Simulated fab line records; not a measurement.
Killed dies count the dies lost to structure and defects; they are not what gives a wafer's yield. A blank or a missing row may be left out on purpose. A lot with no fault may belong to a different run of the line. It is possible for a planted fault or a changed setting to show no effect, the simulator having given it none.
fab line records	flow gf180mcu	part 2 of 2: steps 31 to 42 of 42
record lots=5	wafers=15	lastDay=33
route steps=602 shown VT_IMPLANT@102 MVSD@136 NWELL@137 LVPWELL@138 MVPSD@139 DUAL_GATE@141
lots that met no fault: taken from a fault-free run of the same line
startH: hours from the record's first day to the start of the lot's first wafer shown	waitH: hours from the lot's prior step to this one	" identical to the entry in the row above	L1.1+2: a row that stands for several wafers	- value missing, or start not given	* or withheld: withheld	< > ~ a bound
route shown NAME@n: NAME is a module with steps in the file, n the number in the route of the first one	usual: mean/standard deviation taken from wafers without a fault	same: alike in all rows	chamber/n: place in a boat	sites: readings site by site	_std_site: the standard deviation of these	_edge_site: the outer-site mean with the inner-site mean subtracted	radiusMm: how far each site lies from the wafer's centre	mask NAME#n: copy n	behind: tool/chamber where the wafer was last shaped	hold: reason for holding the lot/hours on hold/outcome of the hold	device: names the non-switching transistor (n, p or np)	end of line: tests run on the same wafers once the route is complete	a step given without rows: its recipe and nothing more	killed: dies lost to structure and defects at the first sort, not the wafer's yield	map: dies across one wafer; x = killed, . = not, _ = none there
set.NAME: setting as actually run; set.NAME@STEP: the setting as run at that earlier step	model.NAME: the simulator's own value behind a step, which no gauge read
a table for each step, a row for each wafer; lots at some steps of the route
services: when a tool's chamber went out of use (startH, in hours from the record's first day, below 0 if earlier), for how many hours, and the reason
## steps
# step GF_VT_IMPLANT_STRIP_42
# recipe chemistry=O2/N2	powerW=1400	pressureMtorr=1500	platenTempC=250	o2FlowSccm=3000	n2FlowSccm=300	overashFraction=0.5
# usual drypumpMotorCurrentA=5.64/0.25	heaterPowerW=324/29	oesProductAu=0.716/0.0048	stripTimeToEndpointS=12.64/0.039
lot.wafer	tool	chamber	startH	waitH	drypumpMotorCurrentA	heaterPowerW	oesProductAu	rfHoursCounterH	stripTimeToEndpointS
L076.1	plasmaAsher-01	1	172.78	0.1	5.93	326	0.720	6	12.60
L076.4	"	0	"	"	5.63	283	0.719	-	12.59
L076.5	"	0	"	"	5.62	288	0.721	-	12.65
L081.1	plasmaAsher-04	1	204.53	0.1	5.30	374	0.716	40	12.62
L081.3	"	1	"	"	5.30	376	0.716	-	12.62
L081.5	"	0	"	"	5.56	304	0.720	-	12.66
L083.2	plasmaAsher-04	0	216.64	0.1	5.58	319	0.709	41	12.60
L083.4	"	0	"	"	5.58	310	0.724	-	12.62
L083.6	"	0	"	"	5.58	316	0.713	-	12.61
L090.2	plasmaAsher-04	0	265.24	0.1	5.57	322	0.713	46	12.66
L090.4	"	1	"	"	5.28	382	0.711	-	12.64
L090.6	"	0	"	"	5.56	313	0.716	-	12.67
L092.1	plasmaAsher-04	1	278.15	0.1	5.26	376	0.712	48	12.66
L092.4	"	0	"	"	5.58	310	0.723	-	12.61
L092.6	"	1	"	"	5.26	376	0.717	-	12.63
# step GF_VT_IMPLANT_TW_MEAS_43
# usual VT_IMPLANT_4_TW=687/3.5
lot.wafer	tool	chamber	startH	waitH	VT_IMPLANT_4_TW
L076.1	filmMetro-03	-	172.88	0.1	691
L076.4	"	-	"	"	686
L076.5	"	-	"	"	690
L081.1	filmMetro-04	-	204.63	0.1	683
L081.3	"	-	"	"	685
L081.5	"	-	"	"	684
L083.2	filmMetro-03	-	216.75	0.1	692
L083.4	"	-	"	"	689
L083.6	"	-	"	"	693
L090.2	filmMetro-04	-	265.35	0.1	688
L090.4	"	-	"	"	687
L090.6	"	-	"	"	686
L092.1	filmMetro-04	-	278.25	0.1	686
L092.4	"	-	"	"	686
L092.6	"	-	"	"	690
# step GF_VT_IMPLANT_CLEAN_44
# recipe chemistry=SC1/SC2	mix=1:4:20	tempC=70	timeS=150	dry=n2Spin
lot.wafer	tool	chamber	startH	waitH
L076.1+4+5	wetBench-02	0	172.94	0.1
L081.1+3+5	wetBench-02	3	204.69	0.1
L083.2+4+6	wetBench-04	2	216.80	0.0
L090.2+4+6	wetBench-02	3	265.40	0.0
L092.1+4+6	wetBench-01	0	278.31	0.1
# step GF_VT_IMPLANT_RTA_45
# recipe tempC=1050	timeS=30	ambient=N2
# usual lampPowerPct=38.0/2.9	wafer_temp_C_max=1055.1/1.2
lot.wafer	tool	chamber	startH	waitH	lampPowerPct	wafer_temp_C_max
L076.1	rtpAnneal-01	0	172.99	0.0	40.5	1056.8
L076.4	"	0	"	"	40.5	1057.3
L076.5	"	0	"	"	40.5	1056.0
L081.1	rtpAnneal-01	0	204.74	0.0	40.5	1056.6
L081.3	"	0	"	"	40.5	1054.9
L081.5	"	0	"	"	40.5	1054.9
L083.2	rtpAnneal-02	0	216.87	0.0	34.6	1054.2
L083.4	"	0	"	"	34.6	1054.5
L083.6	"	0	"	"	34.6	1053.6
L090.2	rtpAnneal-01	0	265.47	0.0	40.5	1054.1
L090.4	"	0	"	"	40.5	1055.5
L090.6	"	0	"	"	40.5	1056.1
L092.1	rtpAnneal-02	0	278.41	0.0	34.5	1054.2
L092.4	"	0	"	"	34.6	1054.0
L092.6	"	0	"	"	34.6	1053.0
# step GF_VT_IMPLANT_RS_MEAS_46
# recipe thkMeasGauge=four-point-probe
# usual MVSD_RS=456.5/1.2
lot.wafer	tool	chamber	startH	waitH	MVSD_RS[ohm/sq]
L076.1	filmMetro-03	-	173.09	0.1	454.8
L076.4	"	-	"	"	454.5
L076.5	"	-	"	"	454.8
L081.1	filmMetro-03	-	204.94	0.2	455.4
L081.3	"	-	"	"	455.3
L081.5	"	-	"	"	455.5
L083.2	filmMetro-01	-	216.97	0.1	457.4
L083.4	"	-	"	"	457.2
L083.6	"	-	"	"	456.5
L090.2	filmMetro-01	-	265.58	0.1	453.9
L090.4	"	-	"	"	453.5
L090.6	"	-	"	"	453.7
L092.1	filmMetro-01	-	278.51	0.1	455.4
L092.4	"	-	"	"	455.7
L092.6	"	-	"	"	458.2
# step GF_VT_IMPLANT_RS_MEAS_47
# recipe thkMeasGauge=four-point-probe
# usual NWELL_RS=487.8/1.2
lot.wafer	tool	chamber	startH	waitH	NWELL_RS[ohm/sq]
L076.1	filmMetro-03	-	173.21	0.1	488.2
L076.4	"	-	"	"	486.8
L076.5	"	-	"	"	487.4
L081.1	filmMetro-03	-	205.06	0.1	487.0
L081.3	"	-	"	"	487.6
L081.5	"	-	"	"	488.0
L083.2	filmMetro-01	-	217.09	0.1	485.5
L083.4	"	-	"	"	485.6
L083.6	"	-	"	"	485.3
L090.2	filmMetro-01	-	265.70	0.1	487.9
L090.4	"	-	"	"	489.6
L090.6	"	-	"	"	488.4
L092.1	filmMetro-01	-	278.63	0.1	486.5
L092.4	"	-	"	"	488.4
L092.6	"	-	"	"	487.6
# step GF_VT_IMPLANT_RS_MEAS_48
# recipe thkMeasGauge=four-point-probe
# usual LVPWELL_RS=1195/3.1
lot.wafer	tool	chamber	startH	waitH	LVPWELL_RS[ohm/sq]
L076.1	filmMetro-03	-	173.33	0.1	1196
L076.4	"	-	"	"	1193
L076.5	"	-	"	"	1194
L081.1	filmMetro-03	-	205.18	0.1	1196
L081.3	"	-	"	"	1194
L081.5	"	-	"	"	1193
L083.2	filmMetro-01	-	217.21	0.1	1195
L083.4	"	-	"	"	1194
L083.6	"	-	"	"	1196
L090.2	filmMetro-01	-	265.82	0.1	1189
L090.4	"	-	"	"	1188
L090.6	"	-	"	"	1191
L092.1	filmMetro-01	-	278.75	0.1	1193
L092.4	"	-	"	"	1197
L092.6	"	-	"	"	1194
# step GF_VT_IMPLANT_RS_MEAS_49
# recipe thkMeasGauge=four-point-probe
# usual MVPSD_RS=1168.6/2.8
lot.wafer	tool	chamber	startH	waitH	MVPSD_RS[ohm/sq]
L076.1	filmMetro-03	-	173.45	0.1	1163.5
L076.4	"	-	"	"	1169.6
L076.5	"	-	"	"	1166.4
L081.1	filmMetro-03	-	205.30	0.1	1161.9
L081.3	"	-	"	"	1161.4
L081.5	"	-	"	"	1160.9
L083.2	filmMetro-01	-	217.33	0.1	1166.7
L083.4	"	-	"	"	1165.6
L083.6	"	-	"	"	1164.8
L090.2	filmMetro-01	-	265.94	0.1	1169.1
L090.4	"	-	"	"	1171.1
L090.6	"	-	"	"	1172.9
L092.1	filmMetro-01	-	278.87	0.1	1166.2
L092.4	"	-	"	"	1167.4
L092.6	"	-	"	"	1166.6
# step GF_VT_IMPLANT_WET_ETCH_50
# recipe chemistry=dHF	targetDepthNm=20	target=SiO2	tempC=26	dilution=100:1	timeS=400
lot.wafer	tool	chamber	startH	waitH
L076.1+4+5	wetBench-01	3	173.57	0.1
L081.1+3+5	wetBench-02	2	205.42	0.1
L083.2+4+6	wetBench-02	0	217.43	0.1
L090.2+4+6	wetBench-04	2	266.04	0.1
L092.1+4+6	wetBench-01	0	278.99	0.1
# step GF_DUAL_GATE_CLEAN_00
# recipe chemistry=SC1/SC2	mix=1:4:20	tempC=70	timeS=150
lot.wafer	tool	chamber	startH	waitH
L076.1+4+5	wetBench-04	0	173.69	0.0
L081.1+3+5	wetBench-04	1	205.54	0.0
L083.2+4+6	wetBench-04	1	217.55	0.0
L090.2+4+6	wetBench-02	3	266.15	0.0
L092.1+4+6	wetBench-04	1	279.23	0.0
# step GF_DUAL_GATE_CLEAN_01
# recipe chemistry=dHF	timeS=20	dilution=100:1	dry=ipaMarangoni
lot.wafer	tool	chamber	startH	waitH
L076.1+4+5	wetBench-02	3	173.74	0.0
L081.1+3+5	wetBench-02	2	205.59	0.0
L083.2+4+6	wetBench-02	0	217.61	0.0
L090.2+4+6	wetBench-01	2	266.21	0.0
L092.1+4+6	wetBench-02	0	279.28	0.0
# step GF_DUAL_GATE_OXIDATION_02
# recipe tempC=900	ambient=O2	stabiliseS=600	purgeS=300	targetThkA=108.87	oxTimeS=1602
# usual oxTempCMax=904.1/0.8	spikeTcLowerC=901.9/1.6
lot.wafer	tool	chamber	startH	waitH	oxTempCMax	spikeTcLowerC
L076.1	furnace-02	0	175.70	1.9	903.6	902.6
L076.4	"	0	"	"	905.7	902.0
L076.5	"	0	"	"	903.6	902.4
L081.1	furnace-01	0	206.51	0.9	904.0	901.3
L081.3	"	0	"	"	903.3	901.6
L081.5	"	0	"	"	904.6	900.8
L083.2	furnace-01	0	217.62	0.0	903.6	901.3
L083.4	"	0	"	"	905.5	900.3
L083.6	"	0	"	"	903.1	901.3
L090.2	furnace-02	0	267.84	1.6	904.2	905.0
L090.4	"	0	"	"	902.8	903.1
L090.6	"	0	"	"	904.6	902.7
L092.1	furnace-02	0	279.32	0.0	906.1	903.8
L092.4	"	0	"	"	904.6	902.8
L092.6	"	0	"	"	903.9	903.5
## services
tool	chamber	startH	hours	kind
plasmaAsher-01	-	108.75	9.0	pm
plasmaAsher-01	0	108.75	9.0	ventCycle
ilineStepper-01	-	109.07	1.7	pm
rtpAnneal-02	-	111.24	2.8	pm
implanter-04	-	113.72	1.9	repair
plasmaAsher-02	-	130.99	1.4	repair
lithoTrack-03	-	134.58	-	consumableReplace:filter
implanter-04	-	137.14	5.2	pm
implanter-03	-	156.52	56.9	pm
wetBench-04	-	169.03	3.5	repair
furnace-01	-	171.51	3.9	pm
ilineStepper-01	-	181.92	0.6	repair
plasmaAsher-01	-	185.61	2.8	pm
implanter-02	-	196.48	1.3	repair
ilineStepper-02	0	211.21	-	calibration
implanter-03	-	213.45	6.8	pm
ilineStepper-02	-	221.40	4.4	pm
furnace-01	-	222.25	4.7	pm
wetBench-01	-	232.29	10.5	repair
rtpAnneal-01	-	245.08	2.9	pm
furnace-02	-	251.51	3.2	pm
ilineStepper-02	-	261.30	4.3	pm
ilineStepper-01	-	270.25	1.1	repair
ilineStepper-02	-	276.46	1.7	pm
